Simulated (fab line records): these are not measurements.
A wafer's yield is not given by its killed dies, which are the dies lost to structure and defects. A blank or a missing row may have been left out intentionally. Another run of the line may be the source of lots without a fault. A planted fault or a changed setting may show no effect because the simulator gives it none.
fab line records	flow gf180mcu
[record] lots = 12	wafers = 36	last_day = 34
route steps=602 shown STI@4 MVSD@136 MVPSD@139 DUAL_GATE@152
lots that met no fault: from a run of the same line without faults
start_h: hours from the record's first day to the start of the lot's first wafer shown	wait_h: time in hours since the lot's previous step	" as in the row above	L1.1+2: several wafers, shown together as one row	- value missing, or start not given	* or withheld: withheld	< > ~ a bound
route shown NAME@n: names a module that has steps shown in the file, with the first one's number in the route	usual: average and standard deviation across the fault-free wafers	same: alike in all rows	chamber/n: place in a boat	sites: each site's reading	_std_site: how widely they spread, as a standard deviation	_edge_site: outer sites' mean less inner sites'	radius_mm: how far each site lies from the wafer's centre	mask NAME#n: copy n	behind: the most recent tool/chamber to have shaped the wafer	hold: reason for holding the lot/hours on hold/outcome of the hold	device: names the non-switching transistor (n, p or np)	end of line: the route-end tests of the same wafers	where a step has no rows: the recipe by itself	killed: dies lost to structure and defects at the first sort, not the wafer's yield	map: per-die view of a wafer (x killed, . not killed, _ where there is no die)
set.NAME: setting as actually run; set.NAME@STEP: the setting as run at that earlier step	model.NAME: the simulator's own value behind a step, which no gauge read
one table for each step of the route and one row for each wafer, over a sample of lots
services: from which hour (start_h, from the record's first day; less than 0 if before it) a tool's chamber was out of use, for how many hours, and why
[[steps]]
[step GF_STI_CVD_03]
[recipe] material = Si3N4	precursor = DCS/NH3	target_thk_nm = 207.16	temp_c = 770	time_s = 3551	pressure_mtorr = 250
[usual] pressure_mtorr = 250.0/0.52	spike_tc_centre_C = 770.7/1.1	spike_tc_lower_C = 770.2/1.4	spike_tc_upper_C = 770.1/1.3	zone_power_centre_pct = 13.0/0.72	zone_power_upper_pct = 12.3/0.91
lot.wafer	tool	chamber	start_h	wait_h	pressure_mtorr	spike_tc_centre_C	spike_tc_lower_C	spike_tc_upper_C	zone_power_centre_pct	zone_power_upper_pct
L602.1	lpcvd-01	0	11.57	0.1	250.2	770.1	768.4	768.8	13.8	11.5
L602.5	"	0	"	"	250.5	768.7	769.8	769.4	13.9	11.6
L602.6	"	0	"	"	249.7	768.7	769.3	768.6	13.8	11.6
L604.1	lpcvd-01	1	21.57	0.1	250.3	772.1	769.7	769.9	12.5	12.2
L604.4	"	1	"	"	250.3	771.7	770.7	770.4	12.4	12.2
L604.6	"	1	"	"	250.6	769.2	769.7	771.2	12.4	11.8
L605.2	lpcvd-02	1	26.57	0.0	250.2	771.0	771.7	769.8	13.9	12.1
L605.4	"	1	"	"	250.8	768.8	771.7	769.8	14.0	11.9
L605.6	"	1	"	"	250.0	770.5	772.4	771.0	13.9	12.0
L606.1	lpcvd-02	1	32.43	0.1	250.6	771.2	770.6	770.8	13.9	11.9
L606.2	"	1	"	"	250.0	769.2	774.2	768.8	14.2	11.9
L606.3	"	1	"	"	250.0	770.4	772.5	771.1	13.9	11.8
L607.1	lpcvd-01	1	36.67	0.1	250.6	771.4	769.5	771.7	12.2	11.9
L607.2	"	1	"	"	250.1	771.5	770.7	770.5	12.2	11.9
L607.3	"	1	"	"	250.0	771.6	770.9	771.3	12.3	12.1
L608.1	lpcvd-01	1	41.57	0.1	250.1	770.8	770.6	768.6	12.3	12.1
L608.2	"	1	"	"	250.2	773.1	771.8	770.6	12.4	12.0
L608.6	"	1	"	"	250.1	771.0	769.3	770.2	12.5	11.9
L609.1	lpcvd-01	0	48.03	0.1	251.6	771.1	769.0	767.9	14.0	11.7
L609.3	"	0	"	"	251.1	768.4	769.9	767.7	14.0	11.7
L609.4	"	0	"	"	249.7	767.9	768.0	768.1	13.9	11.6
L612.1	lpcvd-01	1	61.57	0.1	250.5	736.2	774.3	774.9	4.1	16.1
L612.3	"	1	"	"	249.5	736.1	773.4	774.5	4.0	16.4
L612.4	"	1	"	"	250.3	735.0	774.9	774.9	4.1	15.9
L613.1	lpcvd-01	1	66.69	0.2	249.4	736.6	775.7	776.1	4.1	16.3
L613.5	"	1	"	"	250.2	737.3	774.6	774.0	4.0	16.0
L613.6	"	1	"	"	249.3	736.1	775.4	775.0	4.1	16.4
L616.2	lpcvd-02	0	83.23	0.0	250.7	769.0	770.1	768.3	12.5	13.8
L616.3	"	0	"	"	251.5	769.9	769.8	771.5	12.5	14.1
L616.4	"	0	"	"	250.0	770.8	769.7	769.6	12.5	14.1
L620.2	lpcvd-02	0	102.09	0.0	250.3	772.3	768.2	769.4	12.5	14.0
L620.4	"	0	"	"	250.0	769.7	771.8	770.6	12.6	14.0
L620.5	"	0	"	"	250.2	770.0	770.6	771.3	12.4	13.9
L625.2	lpcvd-02	0	126.57	0.0	250.0	772.6	770.5	771.8	12.5	14.2
L625.4	"	0	"	"	249.5	769.5	768.6	770.6	12.5	13.8
L625.6	"	0	"	"	249.9	770.6	771.2	770.1	12.3	14.1
[step GF_STI_THK_MEAS_04]
[recipe] reads = Si3N4_of_STI_CVD_03
[usual] STI_CVD_03_THK = 206.8/2.1
lot.wafer	tool	chamber	start_h	wait_h	STI_CVD_03_THK[nm]
L602.1	film_metro-02	-	13.56	0.0	209.7
L602.5	"	-	"	"	207.6
L602.6	"	-	"	"	209.0
L604.1	film_metro-04	-	23.56	0.0	207.0
L604.4	"	-	"	"	206.9
L604.6	"	-	"	"	205.7
L605.2	film_metro-02	-	28.58	0.0	206.2
L605.4	"	-	"	"	206.3
L605.6	"	-	"	"	207.0
L606.1	film_metro-01	-	34.41	0.0	205.4
L606.2	"	-	"	"	204.9
L606.3	"	-	"	"	205.9
L607.1	film_metro-04	-	38.65	0.0	207.3
L607.2	"	-	"	"	205.1
L607.3	"	-	"	"	208.0
L608.1	film_metro-04	-	43.56	0.0	207.2
L608.2	"	-	"	"	206.0
L608.6	"	-	"	"	205.8
L609.1	film_metro-04	-	50.02	0.0	205.0
L609.3	"	-	"	"	207.8
L609.4	"	-	"	"	206.9
L612.1	film_metro-01	-	63.56	0.0	196.1
L612.3	"	-	"	"	184.7
L612.4	"	-	"	"	178.0
L613.1	film_metro-01	-	68.68	0.0	166.0
L613.5	"	-	"	"	192.9
L613.6	"	-	"	"	196.7
L616.2	film_metro-01	-	85.23	0.0	203.7
L616.3	"	-	"	"	202.8
L616.4	"	-	"	"	202.2
L620.2	film_metro-04	-	104.09	0.0	207.4
L620.4	"	-	"	"	207.1
L620.5	"	-	"	"	209.3
L625.2	film_metro-02	-	128.57	0.0	210.0
L625.4	"	-	"	"	208.0
L625.6	"	-	"	"	208.3
[step GF_STI_ETCH_13]
[recipe] chemistry = CHF3/O2	stop_on = Si	over_etch_frac = 0.3	target_depth_a = 2823.1	source_w = 600	bias_w = 200	pressure_mtorr = 40	chf3_flow_sccm = 50	O2_flow_sccm = 5	time_s = 112.9
[usual] drypump_motor_current_A = 6.0/0.53	oes_product_au = 0.832/0.0065	throttle_valve_pct = 8.811/0.0095
lot.wafer	tool	chamber	start_h	wait_h	drypump_motor_current_A	oes_product_au	rf_hours_counter_h	throttle_valve_pct
L602.1	rie_diel-03	1	25.10	0.1	5.6	0.832	65	8.824
L602.5	"	3	"	"	6.8	0.829	-	8.800
L602.6	"	1	"	"	5.6	0.835	-	8.817
L604.1	rie_diel-03	1	35.22	0.1	5.6	0.831	66	8.820
L604.4	"	0	"	"	6.4	0.833	147	8.807
L604.6	"	0	"	"	6.4	0.824	-	8.789
L605.2	rie_diel-01	2	39.94	0.1	6.4	0.839	161	8.814
L605.4	"	0	"	"	6.6	0.832	2	8.802
L605.6	"	3	"	"	6.3	0.836	-	8.815
L606.1	rie_diel-04	3	46.97	0.1	5.5	0.821	116	8.810
L606.2	"	1	"	"	5.1	0.830	6	8.807
L606.3	"	0	"	"	5.8	0.834	18	8.825
L607.1	rie_diel-03	2	51.04	0.1	5.3	0.836	0	8.804
L607.2	"	1	"	"	5.5	0.843	66	8.823
L607.3	"	3	"	"	6.8	0.835	2	8.818
L608.1	rie_diel-01	3	55.79	0.1	6.3	0.834	52	8.812
L608.2	"	2	"	"	6.4	0.824	161	8.807
L608.6	"	3	"	"	6.3	0.831	-	8.820
L609.1	rie_diel-01	3	63.09	0.1	6.3	0.835	53	8.798
L609.3	"	0	"	"	6.6	0.830	3	8.818
L609.4	"	3	"	"	6.3	0.826	-	8.812
L612.1	rie_diel-04	1	77.12	0.1	5.1	0.814	7	8.798
L612.3	"	0	"	"	5.8	0.789	19	8.811
L612.4	"	3	"	"	5.5	0.775	117	8.800
L613.1	rie_diel-04	2	81.64	0.1	5.8	0.737	113	8.775
L613.5	"	2	"	"	5.8	0.802	-	8.816
L613.6	"	3	"	"	5.5	0.814	-	8.798
L616.2	rie_diel-03	1	98.97	0.1	5.6	0.824	67	8.806
L616.3	"	0	"	"	6.4	0.821	149	8.811
L616.4	"	2	"	"	5.3	0.822	1	8.804
L620.2	rie_diel-01	0	118.59	0.1	6.6	0.834	4	8.816
L620.4	"	2	"	"	6.4	0.830	163	8.804
L620.5	"	2	"	"	6.4	0.836	-	8.828
L625.2	rie_diel-03	1	143.87	0.1	5.6	0.841	69	8.817
L625.4	"	2	"	"	5.3	0.841	3	8.813
L625.6	"	3	"	"	6.8	0.837	-	8.817
[step GF_VT_IMPLANT_RS_MEAS_46]
[recipe] thk_meas_gauge = four-point-probe
[usual] MVSD_RS = 456.8/1.3
lot.wafer	tool	chamber	start_h	wait_h	MVSD_RS[ohm/sq]
L602.1	film_metro-03	-	156.49	0.1	457.4
L602.5	"	-	"	"	457.6
L602.6	"	-	"	"	457.4
L604.1	film_metro-01	-	170.22	0.1	458.5
L604.4	"	-	"	"	457.5
L604.6	"	-	"	"	458.8
L605.2	film_metro-03	-	174.67	0.1	457.2
L605.4	"	-	"	"	458.6
L605.6	"	-	"	"	457.9
L606.1	film_metro-03	-	186.79	0.1	455.2
L606.2	"	-	"	"	457.4
L606.3	"	-	"	"	455.6
L607.1	film_metro-04	-	191.88	0.1	455.3
L607.2	"	-	"	"	454.6
L607.3	"	-	"	"	455.4
L608.1	film_metro-03	-	195.94	0.1	458.2
L608.2	"	-	"	"	456.9
L608.6	"	-	"	"	457.0
L609.1	film_metro-03	-	203.72	0.1	456.4
L609.3	"	-	"	"	456.6
L609.4	"	-	"	"	456.3
L612.1	film_metro-03	-	227.56	0.1	458.2
L612.3	"	-	"	"	457.0
L612.4	"	-	"	"	457.8
L613.1	film_metro-04	-	233.10	0.1	454.7
L613.5	"	-	"	"	455.4
L613.6	"	-	"	"	453.5
L616.2	film_metro-03	-	253.29	0.1	456.5
L616.3	"	-	"	"	458.0
L616.4	"	-	"	"	457.8
L620.2	film_metro-04	-	277.99	0.1	455.6
L620.4	"	-	"	"	455.6
L620.5	"	-	"	"	455.8
L625.2	film_metro-04	-	313.16	0.1	457.5
L625.4	"	-	"	"	457.2
L625.6	"	-	"	"	459.2
[step GF_VT_IMPLANT_RS_MEAS_49]
[recipe] thk_meas_gauge = four-point-probe
[usual] MVPSD_RS = 1168.6/2.8
lot.wafer	tool	chamber	start_h	wait_h	MVPSD_RS[ohm/sq]
L602.1	film_metro-03	-	156.85	0.1	1169.4
L602.5	"	-	"	"	1168.8
L602.6	"	-	"	"	1168.9
L604.1	film_metro-01	-	170.58	0.1	1170.3
L604.4	"	-	"	"	1171.2
L604.6	"	-	"	"	1170.0
L605.2	film_metro-03	-	175.03	0.1	1170.6
L605.4	"	-	"	"	1169.6
L605.6	"	-	"	"	1169.7
L606.1	film_metro-03	-	187.15	0.1	1168.5
L606.2	"	-	"	"	1164.8
L606.3	"	-	"	"	1169.0
L607.1	film_metro-04	-	192.24	0.1	1167.5
L607.2	"	-	"	"	1165.4
L607.3	"	-	"	"	1166.4
L608.1	film_metro-03	-	196.30	0.1	1168.2
L608.2	"	-	"	"	1167.8
L608.6	"	-	"	"	1168.0
L609.1	film_metro-03	-	204.08	0.1	1167.0
L609.3	"	-	"	"	1171.6
L609.4	"	-	"	"	1169.7
L612.1	film_metro-03	-	227.92	0.1	1172.0
L612.3	"	-	"	"	1171.8
L612.4	"	-	"	"	1169.6
L613.1	film_metro-04	-	233.46	0.1	1164.0
L613.5	"	-	"	"	1163.1
L613.6	"	-	"	"	1164.3
L616.2	film_metro-03	-	253.65	0.1	1168.5
L616.3	"	-	"	"	1166.0
L616.4	"	-	"	"	1167.4
L620.2	film_metro-04	-	278.35	0.1	1164.9
L620.4	"	-	"	"	1167.8
L620.5	"	-	"	"	1166.4
L625.2	film_metro-04	-	313.52	0.1	1168.1
L625.4	"	-	"	"	1166.1
L625.6	"	-	"	"	1169.6
[step GF_DUAL_GATE_OVL_MEAS_11]
[usual] DUAL_GATE_OVL = 0.0/1.3
lot.wafer	tool	chamber	start_h	wait_h	DUAL_GATE_OVL[nm]
L602.1	overlay-02	-	174.45	0.1	1.1
L602.5	"	-	"	"	2.2
L602.6	"	-	"	"	1.4
L604.1	overlay-02	-	189.15	0.1	0.2
L604.4	"	-	"	"	-0.7
L604.6	"	-	"	"	1.0
L605.2	overlay-02	-	197.55	0.1	-0.6
L605.4	"	-	"	"	1.4
L605.6	"	-	"	"	1.2
L606.1	overlay-01	-	205.40	0.1	2.4
L606.2	"	-	"	"	1.0
L606.3	"	-	"	"	1.2
L607.1	overlay-02	-	213.32	0.1	-1.4
L607.2	"	-	"	"	-0.5
L607.3	"	-	"	"	-0.4
L608.1	overlay-01	-	215.65	0.1	1.0
L608.2	"	-	"	"	-0.5
L608.6	"	-	"	"	-1.4
L609.1	overlay-02	-	223.30	0.1	0.8
L609.3	"	-	"	"	0.9
L609.4	"	-	"	"	0.5
L612.1	overlay-01	-	248.67	0.1	-0.1
L612.3	"	-	"	"	-0.9
L612.4	"	-	"	"	-2.4
L613.1	overlay-01	-	253.72	0.1	0.6
L613.5	"	-	"	"	-0.3
L613.6	"	-	"	"	-0.5
L616.2	overlay-01	-	275.30	0.1	-1.6
L616.3	"	-	"	"	-1.3
L616.4	"	-	"	"	-0.8
L620.2	overlay-01	-	299.41	0.1	-0.5
L620.4	"	-	"	"	1.5
L620.5	"	-	"	"	1.5
L625.2	overlay-02	-	337.07	0.1	0.3
L625.4	"	-	"	"	0.6
L625.6	"	-	"	"	-1.2
[[services]]
tool	chamber	start_h	hours	kind
rie_diel-04	2	-4.80	5.6	repair
lpcvd-01	-	-2.40	0.7	repair
rie_diel-03	2	6.71	-	clean
rie_diel-03	2	6.71	28.3	scheduled_down
rie_diel-03	2	6.71	28.3	vent_cycle
lpcvd-01	-	8.77	0.9	repair
rie_diel-03	-	24.07	0.9	repair
rie_diel-01	1	46.02	20.9	repair
rie_diel-01	-	67.43	14.6	pm
rie_diel-03	1	111.32	3.9	repair
rie_diel-01	2	128.24	-	clean
rie_diel-01	2	128.24	17.2	scheduled_down
rie_diel-01	2	128.24	17.2	vent_cycle
[[key]]
[first_sign] step = GF_STI_CVD_03	reading = spike_tc_centre_C	direction = down	sigmas = 31	usual = 770.7	struck = 736.2
[effect] step = GF_STI_CVD_03	reading = zone_power_centre_pct	direction = down	sigmas = 12	usual = 13.0	struck = 4.1
[effect] step = GF_STI_THK_MEAS_04	reading = STI_CVD_03_THK	direction = down	sigmas = 9.9	usual = 206.8	struck = 185.7
[effect] step = GF_STI_ETCH_13	reading = oes_product_au	direction = down	sigmas = 6.7	usual = 0.832	struck = 0.788
met_at GF_STI_CVD_03
struck_lots L612,L613
tester_left_out L612,L613
not_acting_at GF_VT_IMPLANT_RS_MEAS_46,GF_VT_IMPLANT_RS_MEAS_49,GF_DUAL_GATE_OVL_MEAS_11
onset_between 48.03 61.57
[fault] kind = process_parameter_drift	tool = lpcvd-01	chamber = -	onset_h = 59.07	steps = GF_STI_CVD_03	channel = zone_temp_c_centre	offset = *	shape = step	end_h = 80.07
// tester_left_out: of these lots the tester's yield and bins aren't shown, on N5 and GAA mostly nor the transistor test; their killed dies are dies lost to structure and defects alone, not to doping, threshold or leakage, so they don't give the yield
